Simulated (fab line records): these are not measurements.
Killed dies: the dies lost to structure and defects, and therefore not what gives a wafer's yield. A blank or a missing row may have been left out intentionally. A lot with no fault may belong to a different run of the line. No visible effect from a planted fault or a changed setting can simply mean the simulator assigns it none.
fab line records || flow gf180mcu
[record] {"lots": 7, "wafers": 21, "lastDay": 32}
route steps=602 shown MVPSD@84 VT_IMPLANT@90
lots that met no fault: from a run of the same line without faults
startH: start of the lot's first displayed wafer, in hours after the record's first day || waitH: time in hours since the lot's previous step || " same as the row above || L1.1+2: a single row standing in for several wafers || - value missing, or start not given || * or withheld: withheld || < > ~ a bound
route shown NAME@n: names a module that has steps shown in the file, with the first one's number in the route || usual: mean and standard deviation over wafers with no fault || same: alike in all rows || chamber/n: place in a boat || sites: the reading at each site || _std_site: the standard deviation of these || _edge_site: outer sites' mean less inner sites' || radiusMm: how far each site lies from the wafer's centre || mask NAME#n: copy n || behind: the last tool/chamber to shape the wafer || hold: cause of the lot's hold/its duration in hours/its outcome || device: the transistor (n, p or np) that didn't switch || end of line: the tests these same wafers got at the end of their route || where a step has no rows: the recipe by itself || killed: dies lost to structure and defects at the first sort, not the wafer's yield || map: the dies of a wafer, with x for killed, . for not killed, _ for no die there
set.NAME: the setting that was run; set.NAME@STEP: the one run at that earlier step || model.NAME: the simulator's own value behind a step, which no gauge read
certain route steps with their lots: each step a table, each wafer a row
services: from which hour (startH, from the record's first day; less than 0 if before it) a tool's chamber was out of use, for how many hours, and why
[[steps]]
[step GF_MVPSD_DEVELOP_06]
[recipe] {"wallAngleDeg": 90, "developTimeS": 60, "devTempC": 23}
[step GF_MVPSD_OVL_MEAS_07]
[usual] {"MVPSD_OVL": "0.6/1.4"}
{"lot.wafer": "L290.3", "tool": "overlay-01", "chamber": "-", "startH": 120.70, "waitH": "-", "MVPSD_OVL[nm]": 0.7}
{"lot.wafer": "L290.5", "tool": "overlay-01", "chamber": "-", "startH": 120.70, "waitH": "-", "MVPSD_OVL[nm]": 0.7}
{"lot.wafer": "L290.6", "tool": "overlay-01", "chamber": "-", "startH": 120.70, "waitH": "-", "MVPSD_OVL[nm]": 0.8}
{"lot.wafer": "L293.3", "tool": "overlay-01", "chamber": "-", "startH": 143.38, "waitH": "-", "MVPSD_OVL[nm]": 1.4}
{"lot.wafer": "L293.5", "tool": "overlay-01", "chamber": "-", "startH": 143.38, "waitH": "-", "MVPSD_OVL[nm]": 1.9}
{"lot.wafer": "L293.6", "tool": "overlay-01", "chamber": "-", "startH": 143.38, "waitH": "-", "MVPSD_OVL[nm]": -1.2}
{"lot.wafer": "L296.3", "tool": "overlay-02", "chamber": "-", "startH": 158.83, "waitH": "-", "MVPSD_OVL[nm]": -0.1}
{"lot.wafer": "L296.4", "tool": "overlay-02", "chamber": "-", "startH": 158.83, "waitH": "-", "MVPSD_OVL[nm]": -0.2}
{"lot.wafer": "L296.6", "tool": "overlay-02", "chamber": "-", "startH": 158.83, "waitH": "-", "MVPSD_OVL[nm]": 0.1}
{"lot.wafer": "L301.2", "tool": "overlay-01", "chamber": "-", "startH": 188.15, "waitH": "-", "MVPSD_OVL[nm]": -1.0}
{"lot.wafer": "L301.4", "tool": "overlay-01", "chamber": "-", "startH": 188.15, "waitH": "-", "MVPSD_OVL[nm]": 1.2}
{"lot.wafer": "L301.5", "tool": "overlay-01", "chamber": "-", "startH": 188.15, "waitH": "-", "MVPSD_OVL[nm]": 3.0}
{"lot.wafer": "L303.2", "tool": "overlay-01", "chamber": "-", "startH": 196.50, "waitH": "-", "MVPSD_OVL[nm]": 0.7}
{"lot.wafer": "L303.3", "tool": "overlay-01", "chamber": "-", "startH": 196.50, "waitH": "-", "MVPSD_OVL[nm]": 0.0}
{"lot.wafer": "L303.5", "tool": "overlay-01", "chamber": "-", "startH": 196.50, "waitH": "-", "MVPSD_OVL[nm]": -0.1}
{"lot.wafer": "L304.2", "tool": "overlay-02", "chamber": "-", "startH": 204.00, "waitH": "-", "MVPSD_OVL[nm]": 0.1}
{"lot.wafer": "L304.5", "tool": "overlay-02", "chamber": "-", "startH": 204.00, "waitH": "-", "MVPSD_OVL[nm]": 1.9}
{"lot.wafer": "L304.6", "tool": "overlay-02", "chamber": "-", "startH": 204.00, "waitH": "-", "MVPSD_OVL[nm]": 0.0}
{"lot.wafer": "L305.1", "tool": "overlay-02", "chamber": "-", "startH": 211.09, "waitH": "-", "MVPSD_OVL[nm]": 0.9}
{"lot.wafer": "L305.2", "tool": "overlay-02", "chamber": "-", "startH": 211.09, "waitH": "-", "MVPSD_OVL[nm]": 1.7}
{"lot.wafer": "L305.3", "tool": "overlay-02", "chamber": "-", "startH": 211.09, "waitH": "-", "MVPSD_OVL[nm]": 2.9}
[step GF_MVPSD_IMPLANT_08]
[recipe] {"species": "B", "energyKev": 170, "doseCm2": 1.5e+13, "tiltDeg": 0}
[step GF_MVPSD_IMPLANT_09]
[recipe] {"species": "B", "energyKev": 40, "doseCm2": 5e+12, "tiltDeg": 0}
[step GF_MVPSD_STRIP_10]
[recipe] {"chemistry": "O2/N2", "powerW": 1400, "pressureMtorr": 1500, "platenTempC": 250, "o2FlowSccm": 3000, "n2FlowSccm": 300, "overashFraction": 0.5}
[usual] {"drypumpMotorCurrentA": "5.9/0.49", "heaterPowerW": "331/41", "n2FlowSccm": "300.0/0.87", "oesProductAu": "0.722/0.0045", "stripTimeToEndpointS": "36.96/0.11"}
{"lot.wafer": "L290.3", "tool": "plasmaAsher-02", "chamber": 1, "startH": 121.06, "waitH": 0.1, "drypumpMotorCurrentA": 6.2, "heaterPowerW": 327, "n2FlowSccm": 301.2, "oesProductAu": 0.714, "rfHoursCounterH": "-", "stripTimeToEndpointS": 36.98}
{"lot.wafer": "L290.5", "tool": "plasmaAsher-02", "chamber": 0, "startH": 121.06, "waitH": 0.1, "drypumpMotorCurrentA": 6.1, "heaterPowerW": 321, "n2FlowSccm": 299.6, "oesProductAu": 0.717, "rfHoursCounterH": "-", "stripTimeToEndpointS": 36.87}
{"lot.wafer": "L290.6", "tool": "plasmaAsher-02", "chamber": 1, "startH": 121.06, "waitH": 0.1, "drypumpMotorCurrentA": 6.2, "heaterPowerW": 327, "n2FlowSccm": 300.4, "oesProductAu": 0.721, "rfHoursCounterH": "-", "stripTimeToEndpointS": 36.91}
{"lot.wafer": "L293.3", "tool": "plasmaAsher-02", "chamber": 1, "startH": 143.74, "waitH": 0.1, "drypumpMotorCurrentA": 6.2, "heaterPowerW": 336, "n2FlowSccm": 299.7, "oesProductAu": 0.721, "rfHoursCounterH": "-", "stripTimeToEndpointS": 36.86}
{"lot.wafer": "L293.5", "tool": "plasmaAsher-02", "chamber": 1, "startH": 143.74, "waitH": 0.1, "drypumpMotorCurrentA": 6.2, "heaterPowerW": 320, "n2FlowSccm": 300.1, "oesProductAu": 0.724, "rfHoursCounterH": "-", "stripTimeToEndpointS": 36.86}
{"lot.wafer": "L293.6", "tool": "plasmaAsher-02", "chamber": 0, "startH": 143.74, "waitH": 0.1, "drypumpMotorCurrentA": 6.0, "heaterPowerW": 313, "n2FlowSccm": 300.5, "oesProductAu": 0.729, "rfHoursCounterH": "-", "stripTimeToEndpointS": 36.89}
{"lot.wafer": "L296.3", "tool": "plasmaAsher-02", "chamber": 0, "startH": 159.19, "waitH": 0.1, "drypumpMotorCurrentA": 6.0, "heaterPowerW": 321, "n2FlowSccm": 301.8, "oesProductAu": 0.722, "rfHoursCounterH": "-", "stripTimeToEndpointS": 36.99}
{"lot.wafer": "L296.4", "tool": "plasmaAsher-02", "chamber": 1, "startH": 159.19, "waitH": 0.1, "drypumpMotorCurrentA": 6.2, "heaterPowerW": 327, "n2FlowSccm": 299.0, "oesProductAu": 0.722, "rfHoursCounterH": "-", "stripTimeToEndpointS": 36.73}
{"lot.wafer": "L296.6", "tool": "plasmaAsher-02", "chamber": 1, "startH": 159.19, "waitH": 0.1, "drypumpMotorCurrentA": 6.2, "heaterPowerW": 323, "n2FlowSccm": 301.4, "oesProductAu": 0.716, "rfHoursCounterH": "-", "stripTimeToEndpointS": 37.00}
{"lot.wafer": "L301.2", "tool": "plasmaAsher-03", "chamber": 1, "startH": 188.48, "waitH": 0.1, "drypumpMotorCurrentA": 5.5, "heaterPowerW": 349, "n2FlowSccm": 299.6, "oesProductAu": 0.731, "rfHoursCounterH": 56, "stripTimeToEndpointS": 37.18}
{"lot.wafer": "L301.4", "tool": "plasmaAsher-03", "chamber": 1, "startH": 188.48, "waitH": 0.1, "drypumpMotorCurrentA": 5.5, "heaterPowerW": 346, "n2FlowSccm": 300.1, "oesProductAu": 0.726, "rfHoursCounterH": "-", "stripTimeToEndpointS": 37.08}
{"lot.wafer": "L301.5", "tool": "plasmaAsher-03", "chamber": 0, "startH": 188.48, "waitH": 0.1, "drypumpMotorCurrentA": 6.6, "heaterPowerW": 290, "n2FlowSccm": 301.0, "oesProductAu": 0.720, "rfHoursCounterH": "-", "stripTimeToEndpointS": 37.28}
{"lot.wafer": "L303.2", "tool": "plasmaAsher-02", "chamber": 0, "startH": 196.92, "waitH": 0.2, "drypumpMotorCurrentA": 6.0, "heaterPowerW": 319, "n2FlowSccm": 301.7, "oesProductAu": 0.718, "rfHoursCounterH": 9, "stripTimeToEndpointS": 36.74}
{"lot.wafer": "L303.3", "tool": "plasmaAsher-02", "chamber": 0, "startH": 196.92, "waitH": 0.2, "drypumpMotorCurrentA": 6.1, "heaterPowerW": 311, "n2FlowSccm": 301.1, "oesProductAu": 0.725, "rfHoursCounterH": "-", "stripTimeToEndpointS": 36.67}
{"lot.wafer": "L303.5", "tool": "plasmaAsher-02", "chamber": 1, "startH": 196.92, "waitH": 0.2, "drypumpMotorCurrentA": 6.2, "heaterPowerW": 322, "n2FlowSccm": 298.3, "oesProductAu": 0.718, "rfHoursCounterH": "-", "stripTimeToEndpointS": 36.63}
{"lot.wafer": "L304.2", "tool": "plasmaAsher-04", "chamber": 0, "startH": 204.33, "waitH": 0.1, "drypumpMotorCurrentA": 5.4, "heaterPowerW": 430, "n2FlowSccm": 299.2, "oesProductAu": 0.723, "rfHoursCounterH": 51, "stripTimeToEndpointS": 37.04}
{"lot.wafer": "L304.5", "tool": "plasmaAsher-04", "chamber": 0, "startH": 204.33, "waitH": 0.1, "drypumpMotorCurrentA": 5.4, "heaterPowerW": 426, "n2FlowSccm": 299.7, "oesProductAu": 0.709, "rfHoursCounterH": "-", "stripTimeToEndpointS": 36.96}
{"lot.wafer": "L304.6", "tool": "plasmaAsher-04", "chamber": 1, "startH": 204.33, "waitH": 0.1, "drypumpMotorCurrentA": 5.2, "heaterPowerW": 314, "n2FlowSccm": 300.0, "oesProductAu": 0.722, "rfHoursCounterH": "-", "stripTimeToEndpointS": 37.03}
{"lot.wafer": "L305.1", "tool": "plasmaAsher-04", "chamber": 0, "startH": 211.43, "waitH": 0.1, "drypumpMotorCurrentA": 5.4, "heaterPowerW": 432, "n2FlowSccm": 300.3, "oesProductAu": 0.720, "rfHoursCounterH": 52, "stripTimeToEndpointS": 36.94}
{"lot.wafer": "L305.2", "tool": "plasmaAsher-04", "chamber": 1, "startH": 211.43, "waitH": 0.1, "drypumpMotorCurrentA": 5.1, "heaterPowerW": 308, "n2FlowSccm": 300.8, "oesProductAu": 0.721, "rfHoursCounterH": 52, "stripTimeToEndpointS": 36.90}
{"lot.wafer": "L305.3", "tool": "plasmaAsher-04", "chamber": 1, "startH": 211.43, "waitH": 0.1, "drypumpMotorCurrentA": 5.1, "heaterPowerW": 309, "n2FlowSccm": 301.2, "oesProductAu": 0.722, "rfHoursCounterH": "-", "stripTimeToEndpointS": 36.89}
[step GF_MVPSD_TW_MEAS_11]
[usual] {"MVPSD_TW": "551/5.6"}
{"lot.wafer": "L290.3", "tool": "filmMetro-02", "chamber": "-", "startH": 121.15, "waitH": 0.1, "MVPSD_TW": 550}
{"lot.wafer": "L290.5", "tool": "filmMetro-02", "chamber": "-", "startH": 121.15, "waitH": 0.1, "MVPSD_TW": 549}
{"lot.wafer": "L290.6", "tool": "filmMetro-02", "chamber": "-", "startH": 121.15, "waitH": 0.1, "MVPSD_TW": 552}
{"lot.wafer": "L293.3", "tool": "filmMetro-03", "chamber": "-", "startH": 143.82, "waitH": 0.1, "MVPSD_TW": 546}
{"lot.wafer": "L293.5", "tool": "filmMetro-03", "chamber": "-", "startH": 143.82, "waitH": 0.1, "MVPSD_TW": 549}
{"lot.wafer": "L293.6", "tool": "filmMetro-03", "chamber": "-", "startH": 143.82, "waitH": 0.1, "MVPSD_TW": 543}
{"lot.wafer": "L296.3", "tool": "filmMetro-03", "chamber": "-", "startH": 159.27, "waitH": 0.1, "MVPSD_TW": 542}
{"lot.wafer": "L296.4", "tool": "filmMetro-03", "chamber": "-", "startH": 159.27, "waitH": 0.1, "MVPSD_TW": 542}
{"lot.wafer": "L296.6", "tool": "filmMetro-03", "chamber": "-", "startH": 159.27, "waitH": 0.1, "MVPSD_TW": 540}
{"lot.wafer": "L301.2", "tool": "filmMetro-03", "chamber": "-", "startH": 188.59, "waitH": 0.1, "MVPSD_TW": 548}
{"lot.wafer": "L301.4", "tool": "filmMetro-03", "chamber": "-", "startH": 188.59, "waitH": 0.1, "MVPSD_TW": 547}
{"lot.wafer": "L301.5", "tool": "filmMetro-03", "chamber": "-", "startH": 188.59, "waitH": 0.1, "MVPSD_TW": 546}
{"lot.wafer": "L303.2", "tool": "filmMetro-02", "chamber": "-", "startH": 197.03, "waitH": 0.1, "MVPSD_TW": 553}
{"lot.wafer": "L303.3", "tool": "filmMetro-02", "chamber": "-", "startH": 197.03, "waitH": 0.1, "MVPSD_TW": 553}
{"lot.wafer": "L303.5", "tool": "filmMetro-02", "chamber": "-", "startH": 197.03, "waitH": 0.1, "MVPSD_TW": 550}
{"lot.wafer": "L304.2", "tool": "filmMetro-02", "chamber": "-", "startH": 204.44, "waitH": 0.1, "MVPSD_TW": 551}
{"lot.wafer": "L304.5", "tool": "filmMetro-02", "chamber": "-", "startH": 204.44, "waitH": 0.1, "MVPSD_TW": 546}
{"lot.wafer": "L304.6", "tool": "filmMetro-02", "chamber": "-", "startH": 204.44, "waitH": 0.1, "MVPSD_TW": 549}
{"lot.wafer": "L305.1", "tool": "filmMetro-03", "chamber": "-", "startH": 211.53, "waitH": 0.1, "MVPSD_TW": 545}
{"lot.wafer": "L305.2", "tool": "filmMetro-03", "chamber": "-", "startH": 211.53, "waitH": 0.1, "MVPSD_TW": 542}
{"lot.wafer": "L305.3", "tool": "filmMetro-03", "chamber": "-", "startH": 211.53, "waitH": 0.1, "MVPSD_TW": 546}
[step GF_VT_IMPLANT_DEHYDRATE_00]
[recipe] {"tempC": 200, "timeS": 60}
[step GF_VT_IMPLANT_HMDS_01]
[recipe] {"primeTimeS": 60, "primeTempC": 120}
[step GF_VT_IMPLANT_COAT_02]
[recipe] {"resist": "NOVOLAK", "spinRpm": 3000, "resistThkNm": 1000}
[step GF_VT_IMPLANT_SOFTBAKE_03]
[recipe] {"tempC": 90, "timeS": 60, "resist": "NOVOLAK"}
[step GF_VT_IMPLANT_EXPOSE_04]
[recipe] {"maskId": "LVPWELL_LV_AREA", "targetCdNm": 600, "na": 0.6, "sourceShape": "conventional", "sigmaOuter": 0.6, "doseMj": 140}
[step GF_VT_IMPLANT_PEB_05]
[recipe] {"tempC": "withheld", "timeS": "*", "resist": "NOVOLAK"}
[step GF_VT_IMPLANT_DEVELOP_06]
[recipe] {"developTimeS": 60, "devTempC": 23}
[usual] {"chillPlateTempC": "23.01/0.091", "developTimeS": "60/0"}
{"lot.wafer": "L290.3", "tool": "lithoTrack-01", "chamber": 0, "startH": 136.56, "waitH": 0.1, "chillPlateTempC": 22.92, "developTimeS": 60}
{"lot.wafer": "L290.5", "tool": "lithoTrack-01", "chamber": 0, "startH": 136.56, "waitH": 0.1, "chillPlateTempC": 23.10, "developTimeS": 60}
{"lot.wafer": "L290.6", "tool": "lithoTrack-01", "chamber": 0, "startH": 136.56, "waitH": 0.1, "chillPlateTempC": 23.13, "developTimeS": 60}
{"lot.wafer": "L293.3", "tool": "lithoTrack-04", "chamber": 0, "startH": 159.34, "waitH": 0.1, "chillPlateTempC": 22.95, "developTimeS": 60}
{"lot.wafer": "L293.5", "tool": "lithoTrack-04", "chamber": 0, "startH": 159.34, "waitH": 0.1, "chillPlateTempC": 23.01, "developTimeS": 60}
{"lot.wafer": "L293.6", "tool": "lithoTrack-04", "chamber": 0, "startH": 159.34, "waitH": 0.1, "chillPlateTempC": 23.01, "developTimeS": 60}
{"lot.wafer": "L296.3", "tool": "lithoTrack-03", "chamber": 0, "startH": 174.34, "waitH": 0.1, "chillPlateTempC": 23.08, "developTimeS": 60}
{"lot.wafer": "L296.4", "tool": "lithoTrack-03", "chamber": 0, "startH": 174.34, "waitH": 0.1, "chillPlateTempC": 22.95, "developTimeS": 60}
{"lot.wafer": "L296.6", "tool": "lithoTrack-03", "chamber": 0, "startH": 174.34, "waitH": 0.1, "chillPlateTempC": 22.96, "developTimeS": 60}
{"lot.wafer": "L301.2", "tool": "lithoTrack-01", "chamber": 0, "startH": 204.58, "waitH": 0.1, "chillPlateTempC": 23.04, "developTimeS": 60}
{"lot.wafer": "L301.4", "tool": "lithoTrack-01", "chamber": 0, "startH": 204.58, "waitH": 0.1, "chillPlateTempC": 22.99, "developTimeS": 60}
{"lot.wafer": "L301.5", "tool": "lithoTrack-01", "chamber": 0, "startH": 204.58, "waitH": 0.1, "chillPlateTempC": 22.97, "developTimeS": 60}
{"lot.wafer": "L303.2", "tool": "lithoTrack-01", "chamber": "-", "startH": 213.23, "waitH": 0.1, "chillPlateTempC": "-", "developTimeS": "-"}
{"lot.wafer": "L303.3", "tool": "lithoTrack-01", "chamber": "-", "startH": 213.23, "waitH": 0.1, "chillPlateTempC": "-", "developTimeS": "-"}
{"lot.wafer": "L303.5", "tool": "lithoTrack-01", "chamber": "-", "startH": 213.23, "waitH": 0.1, "chillPlateTempC": "-", "developTimeS": "-"}
{"lot.wafer": "L304.2", "tool": "lithoTrack-01", "chamber": "-", "startH": 221.58, "waitH": 0.1, "chillPlateTempC": "-", "developTimeS": "-"}
{"lot.wafer": "L304.5", "tool": "lithoTrack-01", "chamber": "-", "startH": 221.58, "waitH": 0.1, "chillPlateTempC": "-", "developTimeS": "-"}
{"lot.wafer": "L304.6", "tool": "lithoTrack-01", "chamber": "-", "startH": 221.58, "waitH": 0.1, "chillPlateTempC": "-", "developTimeS": "-"}
{"lot.wafer": "L305.1", "tool": "lithoTrack-03", "chamber": "-", "startH": 228.64, "waitH": 0.1, "chillPlateTempC": "-", "developTimeS": "-"}
{"lot.wafer": "L305.2", "tool": "lithoTrack-03", "chamber": "-", "startH": 228.64, "waitH": 0.1, "chillPlateTempC": "-", "developTimeS": "-"}
{"lot.wafer": "L305.3", "tool": "lithoTrack-03", "chamber": "-", "startH": 228.64, "waitH": 0.1, "chillPlateTempC": "-", "developTimeS": "-"}
[step GF_VT_IMPLANT_OVL_MEAS_07]
[usual] {"VT_IMPLANT_OVL": "0.9/1.4"}
{"lot.wafer": "L290.3", "tool": "overlay-01", "chamber": "-", "startH": 136.67, "waitH": 0.1, "VT_IMPLANT_OVL[nm]": 2.0}
{"lot.wafer": "L290.5", "tool": "overlay-01", "chamber": "-", "startH": 136.67, "waitH": 0.1, "VT_IMPLANT_OVL[nm]": 3.5}
{"lot.wafer": "L290.6", "tool": "overlay-01", "chamber": "-", "startH": 136.67, "waitH": 0.1, "VT_IMPLANT_OVL[nm]": 1.9}
{"lot.wafer": "L293.3", "tool": "overlay-02", "chamber": "-", "startH": 159.45, "waitH": 0.1, "VT_IMPLANT_OVL[nm]": 2.9}
{"lot.wafer": "L293.5", "tool": "overlay-02", "chamber": "-", "startH": 159.45, "waitH": 0.1, "VT_IMPLANT_OVL[nm]": 0.5}
{"lot.wafer": "L293.6", "tool": "overlay-02", "chamber": "-", "startH": 159.45, "waitH": 0.1, "VT_IMPLANT_OVL[nm]": 0.9}
{"lot.wafer": "L296.3", "tool": "overlay-02", "chamber": "-", "startH": 174.45, "waitH": 0.1, "VT_IMPLANT_OVL[nm]": 0.8}
{"lot.wafer": "L296.4", "tool": "overlay-02", "chamber": "-", "startH": 174.45, "waitH": 0.1, "VT_IMPLANT_OVL[nm]": 0.2}
{"lot.wafer": "L296.6", "tool": "overlay-02", "chamber": "-", "startH": 174.45, "waitH": 0.1, "VT_IMPLANT_OVL[nm]": -0.1}
{"lot.wafer": "L301.2", "tool": "overlay-01", "chamber": "-", "startH": 204.72, "waitH": 0.1, "VT_IMPLANT_OVL[nm]": 1.2}
{"lot.wafer": "L301.4", "tool": "overlay-01", "chamber": "-", "startH": 204.72, "waitH": 0.1, "VT_IMPLANT_OVL[nm]": 1.3}
{"lot.wafer": "L301.5", "tool": "overlay-01", "chamber": "-", "startH": 204.72, "waitH": 0.1, "VT_IMPLANT_OVL[nm]": 1.1}
{"lot.wafer": "L303.2", "tool": "overlay-02", "chamber": "-", "startH": 213.37, "waitH": 0.1, "VT_IMPLANT_OVL[nm]": "-"}
{"lot.wafer": "L303.3", "tool": "overlay-02", "chamber": "-", "startH": 213.37, "waitH": 0.1, "VT_IMPLANT_OVL[nm]": "-"}
{"lot.wafer": "L303.5", "tool": "overlay-02", "chamber": "-", "startH": 213.37, "waitH": 0.1, "VT_IMPLANT_OVL[nm]": "-"}
{"lot.wafer": "L304.2", "tool": "overlay-02", "chamber": "-", "startH": 221.72, "waitH": 0.1, "VT_IMPLANT_OVL[nm]": "-"}
{"lot.wafer": "L304.5", "tool": "overlay-02", "chamber": "-", "startH": 221.72, "waitH": 0.1, "VT_IMPLANT_OVL[nm]": "-"}
{"lot.wafer": "L304.6", "tool": "overlay-02", "chamber": "-", "startH": 221.72, "waitH": 0.1, "VT_IMPLANT_OVL[nm]": "-"}
{"lot.wafer": "L305.1", "tool": "overlay-02", "chamber": "-", "startH": 228.79, "waitH": 0.1, "VT_IMPLANT_OVL[nm]": "-"}
{"lot.wafer": "L305.2", "tool": "overlay-02", "chamber": "-", "startH": 228.79, "waitH": 0.1, "VT_IMPLANT_OVL[nm]": "-"}
{"lot.wafer": "L305.3", "tool": "overlay-02", "chamber": "-", "startH": 228.79, "waitH": 0.1, "VT_IMPLANT_OVL[nm]": "-"}
[[services]]
{"tool": "plasmaAsher-02", "chamber": "-", "startH": 108.75, "hours": 9.0, "kind": "pm"}
{"tool": "plasmaAsher-02", "chamber": 0, "startH": 108.75, "hours": 9.0, "kind": "ventCycle"}
{"tool": "plasmaAsher-02", "chamber": 1, "startH": 108.75, "hours": 9.0, "kind": "ventCycle"}
{"tool": "plasmaAsher-02", "chamber": 0, "startH": 117.75, "hours": "-", "kind": "clean"}
{"tool": "plasmaAsher-02", "chamber": 1, "startH": 117.75, "hours": "-", "kind": "clean"}
{"tool": "plasmaAsher-04", "chamber": "-", "startH": 157.13, "hours": 12.0, "kind": "repair"}
{"tool": "lithoTrack-03", "chamber": "-", "startH": 168.68, "hours": "-", "kind": "consumableReplace:filter"}
{"tool": "plasmaAsher-04", "chamber": "-", "startH": 187.13, "hours": 13.8, "kind": "repair"}
{"tool": "plasmaAsher-03", "chamber": "-", "startH": 195.62, "hours": 3.1, "kind": "repair"}
[[key]]
[firstSign] {"step": "GF_VT_IMPLANT_DEVELOP_06", "reading": "toolRecord", "direction": "missing"}
effect none on later readings
metAt GF_VT_IMPLANT_DEVELOP_06
struckWafers L303.2,L303.3,L303.5,L304.2,L304.5,L304.6,L305.1,L305.2,L305.3
laterRowsLeftOut L303.2,L303.3,L303.5,L304.2,L304.5,L304.6,L305.1,L305.2,L305.3
sortLeftOut L303.2,L303.3,L303.5,L304.2,L304.5,L304.6,L305.1,L305.2,L305.3
testerLeftOut L303,L304,L305
onsetBetween 204.58 213.23
[fault] {"kind": "skippedStepWhole", "tool": "lithoTrack-01,lithoTrack-03", "chamber": "-", "onsetH": 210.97, "steps": "GF_VT_IMPLANT_DEVELOP_06", "scope": "struckLotsOnly"}
// testerLeftOut: of these lots the tester's yield and bins aren't shown, on N5 and GAA mostly nor the transistor test; their killed dies are dies lost to structure and defects alone, not to doping, threshold or leakage, so they don't give the yield
// sortLeftOut: the simulated sort isn't trusted on such a fault, so these wafers' sort isn't shown, and their yield isn't known
// laterRowsLeftOut: the simulator's readings of these wafers behind a module that went badly wrong aren't trusted and aren't shown, but for the sort
